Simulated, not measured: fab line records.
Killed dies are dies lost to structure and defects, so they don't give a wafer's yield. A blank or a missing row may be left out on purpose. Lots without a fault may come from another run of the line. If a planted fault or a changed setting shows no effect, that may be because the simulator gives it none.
Lot-split experiment | flow sky130 | on a route of 708 steps: 5 lots, 23 wafers read

== SPLIT DETAILS ==
At SKY_LI_CONTACT_CMP_02 (polishes PSG), the setting leave above ref nm was moved away from the recipe's 597.2 nm on 8 of the 23 wafers read, by -4.8% to +5.5%. For the rest of the wafers, this setting stayed at what the recipe calls for.

The split's own step is where the reading is taken.

== THE READING ==
PSG_of_LI_CONTACT_HDPCVD_00.thk nm (the simulator's own value, which no gauge read), in nm, at SKY_LI_CONTACT_CMP_02 (polishes PSG). No usual value for it is given in the file. Across the 15 wafers here that went through the recipe, the average is 596.8 nm and the standard deviation 1.1 nm.

wafer  | tool, chamber at the split | leave above ref nm as run, nm | against the recipe | PSG_of_LI_CONTACT_HDPCVD_00.thk nm, nm | against lot-mates on the recipe
L077.3 | cmp-01, 0                  | 630.2                         | +5.5%              | 628.3                                  | +30.8
L077.2 | cmp-01, 1                  | 630.2                         | +5.5%              | 631.3                                  | +33.8
L077.4 | cmp-01, 2                  | 630.2                         | +5.5%              | 630.3                                  | +32.8
L077.1 | cmp-01, 3                  | 597.2                         | recipe             | 597.3                                  | -
L077.5 | cmp-01, 1                  | 597.2                         | recipe             | 597.8                                  | -
L074.2 | cmp-02, 2                  | 568.4                         | -4.8%              | 568.4                                  | -28.1
L074.3 | cmp-02, 3                  | 597.2                         | recipe             | 597.4                                  | -
L074.1 | cmp-02, 0                  | 597.2                         | recipe             | 595.9                                  | -
L074.6 | cmp-02, 1                  | 568.4                         | -4.8%              | 566.8                                  | -29.7
L074.5 | cmp-02, 2                  | 597.2                         | recipe             | 596.1                                  | -
L079.3 | cmp-02, 2                  | 597.2                         | recipe             | 597.7                                  | -
L079.4 | cmp-02, 3                  | 597.2                         | recipe             | 597.3                                  | -
L079.2 | cmp-02, 0                  | 583.8                         | -2.2%              | 582.8                                  | -14.7
L079.6 | cmp-02, 2                  | 583.8                         | -2.2%              | 583.5                                  | -14.0
L079.5 | cmp-02, 3                  | 583.8                         | -2.2%              | 584.4                                  | -13.1
L080.1 | cmp-02, 2                  | 597.2                         | recipe             | 596.5                                  | -
L080.4 | cmp-02, 3                  | 597.2                         | recipe             | 594.8                                  | -
L080.3 | cmp-02, 0                  | 597.2                         | recipe             | 595.2                                  | -
L080.2 | cmp-02, 1                  | 597.2                         | recipe             | 595.8                                  | -
L080.5 | cmp-02, 3                  | 597.2                         | recipe             | 596.7                                  | -
L082.4 | cmp-02, 3                  | 597.2                         | recipe             | 598.6                                  | -
L082.5 | cmp-02, 3                  | 597.2                         | recipe             | 598.1                                  | -
L082.6 | cmp-02, 0                  | 597.2                         | recipe             | 596.8                                  | -

FIT RESULTS
A straight line over all 23 wafers: PSG_of_LI_CONTACT_HDPCVD_00.thk nm changes by +6.01 nm for each +1% of leave above ref nm; r = +1.00; the points scatter about the line by 1.1 nm.
The same after taking each lot's own level away (the mean of its wafers on the recipe; 23 wafers): +5.94 nm for each +1%; r = +1.00; scatter 0.83 nm.
The reading moves by 33 nm for the largest change in leave above ref nm, on that fit.
From 595.80 to 597.83 nm: that is the span of the lots' own levels, equal to 1.9 times the standard deviation above.
The two slopes agree, so the slope changes little with the lot-to-lot level.
Check: for one of the wafers moved furthest among these (+5.5%), held out of the fit, the line's prediction against its lot-mates is +33.3 nm. It came out at +30.8 nm against them.

== OTHER SPLITS APPLIED TO THESE WAFERS ==
These wafers also went through other splits before the reading. Each is held against what the fit with the lots' levels taken away leaves over:
other split on the same wafers     | wafers away from the commonest value | r with PSG_of_LI_CONTACT_HDPCVD_00.thk nm (lot level and that fit taken away)
SKY_LDD_N_IMPLANT_10 energy kev    | 11                                   | -0.01
SKY_LDD_P_COAT_02 resist thk nm    | 7                                    | -0.14
SKY_LDD_P_IMPLANT_09 energy kev    | 9                                    | +0.08
SKY_LDD_HVN_IMPLANT_08 energy kev  | 9                                    | +0.25
SKY_POLY_CUT_COAT_03 resist thk nm | 11                                   | +0.22
SKY_SD_P_EXPOSE_04 dose mj         | 10                                   | -0.37
SKY_SD_N_IMPLANT_09 energy kev     | 8                                    | -0.29

== THE FILE'S OWN FIT ==
PSG_of_LI_CONTACT_HDPCVD_00.thk nm changes by +5.95 nm for each +1% of leave above ref nm, r = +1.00.
